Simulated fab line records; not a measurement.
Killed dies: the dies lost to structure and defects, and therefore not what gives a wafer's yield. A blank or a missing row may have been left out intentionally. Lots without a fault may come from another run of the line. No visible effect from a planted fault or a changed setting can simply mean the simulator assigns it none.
2 desks looking at one fault	flow sky130	only its own numbers are on each desk; what lay behind them is given at the end

== DESK OF THE TOOL OWNER: pvd_sputter-01 ==
The tool's own readings at SKY_METAL5_SPUTTER_02 (material AlCu, target thk 1150 nm, time 61.2 s): means of the sampled wafers that have a number, for each lot that ran on this tool. The brackets show how far a lot's mean lies from the usual mean; more than 4 standard deviations puts the lot out of limits, marked OUT.
Columns: A = throttle_valve_pct at SKY_METAL5_SPUTTER_02, usual 30.1 %
lot	first seen here	A
L101	day 44 21:40	28.8
L104	day 46 13:36	30.7
L109	day 46 20:43	29.8
This desk's verdict: no lot among the 3 shows anything out of limits.

== THE METROLOGY DESK ==
What the gauges read for every lot (on any tool): the sampled wafers with a number, averaged. The brackets show how far a lot's mean lies from the usual mean; more than 4 standard deviations puts the lot out of limits, marked OUT.
Columns: A = VIA4_W_RS at SKY_VIA4_RS_MEAS_19, usual 0.226 ohm/sq; B = VIA4_W_THK at SKY_VIA4_THK_MEAS_20, usual 503 nm; C = METAL5_ALCU_RS at SKY_METAL5_RS_MEAS_05, usual 0.02706 ohm/sq; D = METAL5_ALCU_THK at SKY_METAL5_THK_MEAS_06, usual 1160 nm
lot	first seen here	A	B	C	D
L995	day 42 19:23	0.226	509	0.02743	1138
L101	day 44 21:08	0.229	505	0.02707	1165
L104	day 46 13:05	0.224	505	0.02795	1118
L107	day 46 18:25	0.228	494	0.02754	1143
L109	day 46 20:11	0.225	501	0.02851 (+5.4) OUT	1105 (-4.6) OUT
L115	day 48 00:00	0.228	502	0.02703	1165
This desk finds L109 out of limits, with the earliest case on L109 at day 46 20:50 (METAL5_ALCU_RS at SKY_METAL5_RS_MEAS_05). In limits: L995, L101, L104, L107, L115.

== ALL TOGETHER ==
The metrology desk could have raised an alarm at day 46 20:50, on L109.
The tool owner's desk saw nothing out of limits.
The tool owner's desk has L109 on record, within its limits.
The lots listed all ran SKY_METAL5_SPUTTER_02 on pvd_sputter-01.

== WHAT WAS PUT IN BY THE SIMULATOR ==
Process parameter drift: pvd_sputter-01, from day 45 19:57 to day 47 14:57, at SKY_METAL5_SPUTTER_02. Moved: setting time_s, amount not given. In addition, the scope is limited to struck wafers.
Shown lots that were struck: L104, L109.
Per desk, hours elapsed from the start of the fault to the first reading out of limits: for the metrology desk, 25.
